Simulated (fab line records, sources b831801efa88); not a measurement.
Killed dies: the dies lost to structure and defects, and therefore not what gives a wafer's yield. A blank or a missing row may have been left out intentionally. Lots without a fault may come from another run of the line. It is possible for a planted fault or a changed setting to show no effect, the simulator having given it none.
fab line records ; flow sky130
record lots=6; wafers=16; last-day=51
route steps=708 shown PWDE@46 NWELL@56 PAD_OPEN@708
lots that met no fault: from a run of the same line without faults
start-h: the number of hours between the record's first day and the start of the first shown wafer of the lot ; wait-h: hours from the lot's prior step to this one ; " the same as in the row above ; L1.1+2: a single row standing in for several wafers ; - no value, or no start given ; * or withheld: withheld ; < > ~ a bound
route shown NAME@n: NAME is a module with steps in the file, n the number in the route of the first one ; usual: mean and standard deviation over wafers with no fault ; same: alike in all rows ; chamber/n: place in a boat ; sites: per-site readings ; _std_site: standard deviation across them ; _edge_site: outer sites' mean less inner sites' ; radius-mm: for every site, how far away it sits from the centre of the wafer ; mask NAME#n: copy n ; behind: the last tool/chamber to shape the wafer ; hold: the reason the lot was held/the length of the hold in hours/how it ended ; device: whichever transistor did not switch (one of n, p or np) ; end of line: tests of these same wafers at the route's end ; for a step that has no rows: nothing shown but its recipe ; killed: dies that structure and defects cost at the first sort, which is not the same as the wafer's yield ; map: dies across one wafer; x = killed, . = not, _ = none there
set.NAME: setting as actually run; set.NAME@STEP: the setting as run at that earlier step ; model.NAME: the simulator's own value behind a step, which no gauge read
lots at some steps of the route; a table a step, a row a wafer
services: a tool's chamber out of use, with start hour (start-h, from the record's first day; less than 0 if before it), hours out, and reason
## steps
# step SKY_PWDE_HMDS_01
# recipe prime-time-s=60; prime-temp-c=120
# step SKY_PWDE_COAT_02
# recipe spin-rpm=2000; resist-thk-nm=3000
# step SKY_PWDE_SOFTBAKE_03
# recipe temp-c=110; time-s=withheld
# step SKY_PWDE_EXPOSE_04
# recipe mask-id=PWDEM; na=0.6; source-shape=conventional; sigma-outer=0.6; polarization=unpolarized; target-cd-nm=840; dose-mj=214
# step SKY_PWDE_PEB_05
# recipe temp-c=115; time-s=withheld
# step SKY_PWDE_DEVELOP_06
# recipe wall-angle-deg=90; developer=TMAH; develop-time-s=60; dev-temp-c=23
# step SKY_PWDE_OVL_MEAS_07
# usual PWDE_OVL=0.8/1.3
lot.wafer;tool;chamber;start-h;wait-h;PWDE_OVL[nm]
L710.1;overlay-01;-;80.95;-;2.6
L710.2;overlay-01;-;80.95;-;-0.1
L710.6;overlay-01;-;80.95;-;1.4
L715.3;overlay-02;-;110.27;-;1.7
L715.6;overlay-02;-;110.27;-;2.5
L718.5;overlay-02;-;130.02;-;2.2
L718.6;overlay-02;-;130.02;-;2.3
L721.1;overlay-01;-;146.73;-;0.8
L721.2;overlay-01;-;146.73;-;0.7
L721.4;overlay-01;-;146.73;-;0.9
L729.1;overlay-02;-;185.75;-;-0.8
L729.2;overlay-02;-;185.75;-;-1.2
L729.3;overlay-02;-;185.75;-;0.8
L731.1;overlay-01;-;195.95;-;-0.8
L731.4;overlay-01;-;195.95;-;-2.5
L731.6;overlay-01;-;195.95;-;-1.8
# step SKY_PWDE_IMPLANT_08
# recipe species=B; energy-kev=150; dose-cm2=3.6e+12; tilt-deg=withheld
# step SKY_PWDE_STRIP_09
# recipe chemistry=O2/N2; power-w=1400; pressure-mtorr=1500; platen-temp-c=withheld; o2-flow-sccm=3000; n2-flow-sccm=300; overash-fraction=0.5
# usual drypump-motor-current-A=5.8/0.48; oes-product-au=0.723/0.0043; strip-time-to-endpoint-s=37.00/0.11
lot.wafer;tool;chamber;start-h;wait-h;drypump-motor-current-A;oes-product-au;rf-hours-counter-h;strip-time-to-endpoint-s
L710.1;plasma-asher-03;0;81.13;0.1;5.6;0.720;41;37.22
L710.2;plasma-asher-03;1;81.13;0.1;6.3;0.718;41;37.11
L710.6;plasma-asher-03;0;81.13;0.1;5.6;0.719;-;37.18
L715.3;plasma-asher-01;0;110.47;0.1;5.4;0.727;-;37.03
L715.6;plasma-asher-01;0;110.47;0.1;5.4;0.721;-;36.95
L718.5;plasma-asher-01;1;130.25;0.1;6.2;0.720;-;36.95
L718.6;plasma-asher-01;0;130.25;0.1;5.4;0.728;-;36.96
L721.1;plasma-asher-03;0;146.92;0.1;5.6;0.726;2;36.91
L721.2;plasma-asher-03;1;146.92;0.1;6.2;0.721;2;36.96
L721.4;plasma-asher-03;1;146.92;0.1;6.2;0.719;-;36.88
L729.1;plasma-asher-01;1;185.94;0.1;6.2;0.727;45;37.03
L729.2;plasma-asher-01;0;185.94;0.1;5.4;0.714;45;37.13
L729.3;plasma-asher-01;1;185.94;0.1;6.2;0.732;-;37.13
L731.1;plasma-asher-01;0;196.14;0.1;5.4;0.724;46;37.12
L731.4;plasma-asher-01;0;196.14;0.1;5.4;0.717;-;37.08
L731.6;plasma-asher-01;1;196.14;0.1;6.2;0.718;-;36.95
# step SKY_PWDE_TW_MEAS_10
# usual PWDE_TW=375/4.9
lot.wafer;tool;chamber;start-h;wait-h;PWDE_TW
L710.1;film-metro-03;-;81.23;0.1;374
L710.2;film-metro-03;-;81.23;0.1;371
L710.6;film-metro-03;-;81.23;0.1;369
L715.3;film-metro-03;-;110.56;0.1;371
L715.6;film-metro-03;-;110.56;0.1;368
L718.5;film-metro-03;-;130.32;0.0;369
L718.6;film-metro-03;-;130.32;0.0;367
L721.1;film-metro-01;-;147.02;0.1;373
L721.2;film-metro-01;-;147.02;0.1;372
L721.4;film-metro-01;-;147.02;0.1;374
L729.1;film-metro-01;-;186.04;0.1;376
L729.2;film-metro-01;-;186.04;0.1;376
L729.3;film-metro-01;-;186.04;0.1;378
L731.1;film-metro-04;-;196.24;0.1;382
L731.4;film-metro-04;-;196.24;0.1;381
L731.6;film-metro-04;-;196.24;0.1;383
# step SKY_NWELL_DEHYDRATE_03
# recipe temp-c=200; time-s=60
# step SKY_NWELL_HMDS_04
# recipe prime-time-s=60; prime-temp-c=120
# step SKY_NWELL_COAT_05
# recipe spin-rpm=2000; resist-thk-nm=3000
lot.wafer;tool;chamber;start-h;wait-h;model.coat_of_NWELL_COAT_05.thk-nm
L710.1;litho-track-03;0;90.11;0.1;3012
L710.2;litho-track-03;0;90.11;0.1;3010
L710.6;litho-track-03;0;90.11;0.1;3019
L715.3;litho-track-03;0;119.36;0.1;3014
L715.6;litho-track-03;0;119.36;0.1;1697
L718.5;litho-track-03;0;139.21;0.1;1703
L718.6;litho-track-03;0;139.21;0.1;1696
L721.1;litho-track-04;0;156.88;0.1;2990
L721.2;litho-track-04;0;156.88;0.1;3002
L721.4;litho-track-04;0;156.88;0.1;3000
L729.1+3;litho-track-04;0;197.68;0.1;3007
L729.2;litho-track-04;0;197.68;0.1;2999
L731.1;litho-track-02;0;206.95;0.1;3009
L731.4;litho-track-02;0;206.95;0.1;3008
L731.6;litho-track-02;0;206.95;0.1;3013
# step SKY_NWELL_SOFTBAKE_06
# recipe temp-c=110; time-s=withheld
# step SKY_NWELL_EXPOSE_07
# recipe mask-id=NWM; na=0.6; source-shape=conventional; sigma-outer=0.6; polarization=unpolarized; target-cd-nm=840; dose-mj=255
# step SKY_NWELL_PEB_08
# recipe temp-c=115; time-s=withheld
# step SKY_NWELL_DEVELOP_09
# recipe wall-angle-deg=90; developer=TMAH; develop-time-s=60; dev-temp-c=23
lot.wafer;tool;chamber;start-h;wait-h;model.coat_of_NWELL_COAT_05.thk-nm
L710.1;litho-track-03;0;-;-;3008
L710.2;litho-track-03;0;-;-;3006
L710.6;litho-track-03;0;-;-;3014
L715.3;litho-track-04;0;-;-;3009
L715.6;litho-track-04;0;-;-;1693
L718.5;litho-track-03;0;-;-;1699
L718.6;litho-track-03;0;-;-;1692
L721.1;litho-track-02;0;-;-;2986
L721.2;litho-track-02;0;-;-;2998
L721.4;litho-track-02;0;-;-;2996
L729.1;litho-track-02;0;-;-;3003
L729.2;litho-track-02;0;-;-;2995
L729.3;litho-track-02;0;-;-;3002
L731.1;litho-track-02;0;-;-;3005
L731.4;litho-track-02;0;-;-;3004
L731.6;litho-track-02;0;-;-;3008
# step SKY_NWELL_OVL_MEAS_10
# usual NWELL_00_OVL=-0.2/1.5
lot.wafer;tool;chamber;start-h;wait-h;NWELL_00_OVL[nm]
L710.1;overlay-02;-;98.86;-;1.0
L710.2;overlay-02;-;98.86;-;1.9
L710.6;overlay-02;-;98.86;-;1.2
L715.3;overlay-01;-;129.24;-;-2.0
L715.6;overlay-01;-;129.24;-;0.7
L718.5;overlay-02;-;150.09;-;2.7
L718.6;overlay-02;-;150.09;-;0.8
L721.1;overlay-01;-;167.15;-;3.5
L721.2;overlay-01;-;167.15;-;-0.1
L721.4;overlay-01;-;167.15;-;1.3
L729.1;overlay-01;-;209.20;-;1.5
L729.2;overlay-01;-;209.20;-;0.7
L729.3;overlay-01;-;209.20;-;1.7
L731.1;overlay-01;-;218.45;-;-3.1
L731.4;overlay-01;-;218.45;-;-1.7
L731.6;overlay-01;-;218.45;-;-3.6
# step SKY_NWELL_IMPLANT_11
# recipe species=P; energy-kev=400; dose-cm2=1.9e+13; tilt-deg=withheld
# step SKY_NWELL_IMPLANT_12
# recipe species=P; energy-kev=120; dose-cm2=1.3e+12; tilt-deg=withheld
# step SKY_NWELL_IMPLANT_13
# recipe species=P; energy-kev=50; dose-cm2=7e+11; tilt-deg=withheld
# step SKY_NWELL_STRIP_14
# recipe chemistry=O2/N2; power-w=1400; pressure-mtorr=1500; platen-temp-c=withheld; o2-flow-sccm=3000; n2-flow-sccm=300; overash-fraction=0.5
# usual drypump-motor-current-A=5.9/0.56; oes-product-au=0.723/0.0045; strip-time-to-endpoint-s=36.99/0.082
lot.wafer;tool;chamber;start-h;wait-h;drypump-motor-current-A;oes-product-au;rf-hours-counter-h;strip-time-to-endpoint-s
L710.1;plasma-asher-02;0;99.35;0.1;6.2;0.721;42;37.07
L710.2;plasma-asher-02;1;99.35;0.1;4.7;0.725;42;37.02
L710.6;plasma-asher-02;0;99.35;0.1;6.2;0.717;-;37.14
L715.3;plasma-asher-02;1;129.75;0.1;4.7;0.730;-;37.07
L715.6;plasma-asher-02;0;129.75;0.1;6.2;0.721;-;21.77
L718.5;plasma-asher-04;0;150.62;0.1;5.9;0.714;-;21.86
L718.6;plasma-asher-04;1;150.62;0.1;6.5;0.721;-;21.75
L721.1;plasma-asher-01;0;167.64;0.1;5.4;0.716;43;36.79
L721.2;plasma-asher-01;1;167.64;0.1;6.2;0.726;43;36.96
L721.4;plasma-asher-01;0;167.64;0.1;5.3;0.719;-;36.91
L729.1;plasma-asher-04;1;209.69;0.1;6.5;0.723;33;37.02
L729.2;plasma-asher-04;0;209.69;0.1;5.9;0.719;33;36.89
L729.3;plasma-asher-04;0;209.69;0.1;5.9;0.719;-;36.98
L731.1;plasma-asher-04;1;218.94;0.1;6.5;0.719;34;37.00
L731.4;plasma-asher-04;1;218.94;0.1;6.5;0.719;-;37.01
L731.6;plasma-asher-04;1;218.94;0.1;6.5;0.723;-;37.06
# step SKY_NWELL_TW_MEAS_15
# usual NWELL_TW=1832/24
lot.wafer;tool;chamber;start-h;wait-h;NWELL_TW
L710.1;film-metro-04;-;99.45;0.1;1858
L710.2;film-metro-04;-;99.45;0.1;1858
L710.6;film-metro-04;-;99.45;0.1;1854
L715.3;film-metro-04;-;129.84;0.1;1855
L715.6;film-metro-04;-;129.84;0.1;1845
L718.5;film-metro-01;-;150.69;0.0;1820
L718.6;film-metro-01;-;150.69;0.0;1816
L721.1;film-metro-01;-;167.74;0.1;1811
L721.2;film-metro-01;-;167.74;0.1;1827
L721.4;film-metro-01;-;167.74;0.1;1818
L729.1;film-metro-01;-;209.79;0.1;1822
L729.2;film-metro-01;-;209.79;0.1;1826
L729.3;film-metro-01;-;209.79;0.1;1819
L731.1;film-metro-04;-;219.04;0.1;1857
L731.4;film-metro-04;-;219.04;0.1;1877
L731.6;film-metro-04;-;219.04;0.1;1879
# step SKY_PAD_OPEN_PROBE_99
# usual killed_at_M0_to_M3=43/7; killed_at_M4_up=3.1/1.5; killed-at-contacts=23/4.9; killed-at-front-end=16/3.9; killed-at-other=0.3/0.52; killed-dies=86/8.2; killed-open=47/6.1; killed-short=38/5.8
# same gross-dies=492; killed-at-back-side=0
lot.wafer;tool;chamber;start-h;wait-h;killed_at_M0_to_M3;killed_at_M4_up;killed-at-contacts;killed-at-front-end;killed-at-other;killed-dies;killed-open;killed-short;model.etest.pfet_16v.r-on-ohm-um;model.etest.nfet_16v.r-on-ohm-um;model.etest.res-nwell.line-ohm-um;model.etest.res-nwell.width-nm;model.etest.res-iso-pwell.width-nm;model.etest.pfet_16v.drive-ua-um;model.etest.iso-nwell-nwell.leak-log10-a-um
L710.1;prober-01;-;1119.60;0.1;46;4;25;10;0;85;57;27;1.57e+04;1.42e+04;1200;840.3;2648;233.1;-13.92
L710.2;prober-01;-;1119.65;0.1;41;3;30;17;0;91;43;48;1.572e+04;1.418e+04;1187;842.3;2650;235.5;-13.79
L710.6;prober-01;-;1119.85;0.2;49;2;29;12;0;92;60;32;1.536e+04;1.417e+04;1180;841;2646;238.1;-13.83
L715.3;prober-01;-;1153.24;0.2;46;5;23;23;1;98;47;50;1.539e+04;1.43e+04;1088;853.5;2632;241.8;-13.3
L715.6;prober-01;-;1153.39;0.2;44;3;18;19;0;84;44;40;1.614e+04;1.39e+04;969.5;949;2590;225.2;-12.54
L718.5;prober-01;-;1175.28;0.2;40;2;24;12;0;78;46;32;1.614e+04;1.361e+04;1022;934;2590;226.3;-13.13
L718.6;prober-01;-;1175.33;0.2;31;6;33;16;1;87;50;37;1.594e+04;1.35e+04;1029;942.2;2595;229.6;-13.4
L721.1;prober-02;-;1189.62;0.1;39;3;24;15;0;81;46;35;1.603e+04;1.4e+04;1181;859.8;2622;235.7;-13.52
L721.2;prober-02;-;1189.67;0.1;55;2;31;16;1;105;55;48;1.619e+04;1.4e+04;1192;863.6;2623;235.6;-13.52
L721.4;prober-02;-;1189.77;0.2;40;4;33;16;0;93;50;43;1.602e+04;1.404e+04;1192;858.2;2620;235.2;-13.5
L729.1;prober-01;-;1223.84;0.1;42;5;29;13;0;89;53;36;1.558e+04;1.438e+04;1201;828.6;2659;237.1;-13.78
L729.2;prober-01;-;1223.89;0.1;39;2;21;18;0;80;48;32;1.533e+04;1.419e+04;1199;825.6;2658;238.9;-13.73
L729.3;prober-01;-;1223.94;0.2;45;6;25;16;0;92;50;42;1.528e+04;1.406e+04;1193;827.1;2654;240.3;-13.74
L731.1;prober-02;-;1225.41;0.1;44;2;23;14;0;83;43;40;1.553e+04;1.4e+04;1216;841.3;2647;240.5;-13.73
L731.4;prober-02;-;1225.56;0.2;35;2;28;13;2;80;44;36;1.568e+04;1.403e+04;1198;843.1;2631;238.7;-13.82
L731.6;prober-02;-;1225.66;0.2;43;5;29;10;0;87;49;38;1.564e+04;1.393e+04;1211;843.5;2658;241.5;-13.83
# killed by level:class
L710.1 VIA1:geometric-particle:open=14 LI_CONTACT:geometric-particle:open=9 VIA3:geometric-particle:open=8 VIA2:geometric-particle:open=8 CONTACT:geometric-particle:open=7 METAL2:geometric-particle:short=5 CONTACT:geometric-particle:short=4 METAL1:geometric-particle:short=4
L710.2 LI_CONTACT:geometric-particle:open=9 CONTACT:geometric-particle:open=8 METAL1:geometric-particle:short=8 VIA1:geometric-particle:open=8 METAL2:geometric-particle:short=6 FIELD_ISO:geometric-particle:open=5 VIA3:geometric-particle:short=5 CONTACT:geometric-particle:short=5
L710.6 CONTACT:geometric-particle:open=15 VIA1:geometric-particle:open=15 VIA2:geometric-particle:open=9 FIELD_ISO:geometric-particle:open=6 VIA3:geometric-particle:open=6 LOCAL_INTERCONNECT:geometric-particle:short=5 LI_CONTACT:geometric-particle:open=4 CONTACT:geometric-particle:short=4
L715.3 VIA1:geometric-particle:open=12 CONTACT:geometric-particle:open=9 POLY_GATE:geometric-particle:short=8 CONTACT:geometric-particle:short=7 POLY_GATE:geometric-particle:open=6 METAL1:geometric-particle:short=6 VIA1:geometric-particle:short=6 METAL2:geometric-particle:short=5
L715.6 VIA1:geometric-particle:open=11 CONTACT:geometric-particle:open=10 METAL1:geometric-particle:short=7 FIELD_ISO:geometric-particle:short=6 FIELD_ISO:geometric-particle:open=5 LOCAL_INTERCONNECT:geometric-particle:short=4 VIA2:geometric-particle:short=4 VIA2:geometric-particle:open=4
L718.5 LI_CONTACT:geometric-particle:open=10 VIA2:geometric-particle:open=9 VIA1:geometric-particle:open=9 LOCAL_INTERCONNECT:geometric-particle:short=7 VIA3:geometric-particle:short=5 CONTACT:geometric-particle:short=4 VIA3:geometric-particle:open=4 FIELD_ISO:geometric-particle:open=3
L718.6 CONTACT:geometric-particle:open=11 LI_CONTACT:geometric-particle:open=8 VIA2:geometric-particle:open=8 METAL4:geometric-particle:short=6 VIA1:geometric-particle:open=6 VIA3:geometric-particle:open=6 LOCAL_INTERCONNECT:geometric-particle:short=5 CONTACT:geometric-particle:short=5
L721.1 VIA1:geometric-particle:open=11 VIA3:geometric-particle:open=10 CONTACT:geometric-particle:open=8 CONTACT:geometric-particle:short=8 METAL3:geometric-particle:short=5 FIELD_ISO:geometric-particle:open=4 POLY_GATE:geometric-particle:open=4 VIA2:geometric-particle:open=4
L721.2 CONTACT:geometric-particle:open=12 VIA1:geometric-particle:open=12 LI_CONTACT:geometric-particle:open=7 METAL1:geometric-particle:short=7 VIA1:geometric-particle:short=6 METAL2:geometric-particle:short=6 VIA3:geometric-particle:short=6 CONTACT:geometric-particle:short=5
L721.4 CONTACT:geometric-particle:open=18 VIA1:geometric-particle:open=9 CONTACT:geometric-particle:short=8 METAL1:geometric-particle:short=7 VIA3:geometric-particle:open=7 FIELD_ISO:geometric-particle:open=4 LI_CONTACT:geometric-particle:open=4 METAL4:geometric-particle:short=4
L729.1 LI_CONTACT:geometric-particle:open=10 VIA1:geometric-particle:open=10 CONTACT:geometric-particle:open=9 VIA2:geometric-particle:open=8 FIELD_ISO:geometric-particle:short=6 METAL2:geometric-particle:short=6 CONTACT:geometric-particle:short=4 METAL4:geometric-particle:short=4
L729.2 VIA1:geometric-particle:open=11 CONTACT:geometric-particle:open=10 VIA1:geometric-particle:short=7 METAL2:geometric-particle:short=7 FIELD_ISO:geometric-particle:short=5 POLY_GATE:geometric-particle:open=5 LI_CONTACT:geometric-particle:open=5 VIA2:geometric-particle:open=5
L729.3 VIA1:geometric-particle:open=14 LI_CONTACT:geometric-particle:open=9 METAL4:geometric-particle:short=6 FIELD_ISO:geometric-particle:open=5 CONTACT:geometric-particle:short=5 VIA1:geometric-particle:short=5 VIA2:geometric-particle:open=4 CONTACT:geometric-particle:open=4
L731.1 VIA1:geometric-particle:open=15 LI_CONTACT:geometric-particle:open=7 LOCAL_INTERCONNECT:geometric-particle:short=5 CONTACT:geometric-particle:open=5 VIA1:geometric-particle:short=5 VIA2:geometric-particle:open=5 METAL2:geometric-particle:short=5 LI_CONTACT:geometric-particle:short=4
L731.4 CONTACT:geometric-particle:open=11 LI_CONTACT:geometric-particle:open=9 METAL1:geometric-particle:short=6 VIA1:geometric-particle:short=6 VIA1:geometric-particle:open=5 VIA2:geometric-particle:open=5 VIA3:geometric-particle:open=5 FIELD_ISO:geometric-particle:short=3
L731.6 CONTACT:geometric-particle:open=11 VIA1:geometric-particle:open=9 VIA2:geometric-particle:open=7 VIA1:geometric-particle:short=6 LI_CONTACT:geometric-particle:open=6 CONTACT:geometric-particle:short=6 VIA3:geometric-particle:open=5 METAL2:geometric-particle:short=5
## services
tool;chamber;start-h;hours;kind
plasma-asher-03;-;88.97;2.8;pm
plasma-asher-03;-;108.75;9.0;pm
plasma-asher-03;0;108.75;9.0;vent-cycle
plasma-asher-03;1;108.75;9.0;vent-cycle
plasma-asher-03;0;117.75;-;clean
plasma-asher-03;1;117.75;-;clean
plasma-asher-01;-;136.31;2.0;repair
litho-track-02;-;152.09;-;consumable-replace:filter
plasma-asher-04;-;157.23;10.0;pm
plasma-asher-04;-;167.23;3.3;pm
plasma-asher-03;-;182.87;28.1;pm
plasma-asher-02;-;187.87;1.0;repair
plasma-asher-01;-;200.92;0.8;repair
## key
first-sign step=SKY_NWELL_STRIP_14; reading=strip-time-to-endpoint-s; direction=down; sigmas=99+; usual=*; struck=*
effect none on later readings
model-effect step=SKY_NWELL_COAT_05; value=coat_of_NWELL_COAT_05.thk-nm; without=3012; struck=1699
model-effect step=SKY_NWELL_DEVELOP_09; value=coat_of_NWELL_COAT_05.thk-nm; without=3008; struck=1694
model-effect step=SKY_PAD_OPEN_PROBE_99; value=etest.pfet_16v.r-on-ohm-um; without=1.527e+04; struck=1.608e+04
met-at SKY_NWELL_COAT_05
struck-wafers L715.6,L718.5,L718.6
tester-left-out L715,L718
onset-between 90.11 119.36
fault kind=process-parameter-drift; tool=litho-track-03; chamber=-; onset-h=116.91; steps=SKY_NWELL_COAT_05; channel=resist-thk-nm; offset=-1308.1; shape=step; end-h=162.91; scope=struck-wafers-only; acts-in=these-recipes-only; stated=3000
# tester-left-out: of these lots the tester's yield and bins aren't shown, on N5 and GAA mostly nor the transistor test; their killed dies are dies lost to structure and defects alone, not to doping, threshold or leakage, so they don't give the yield
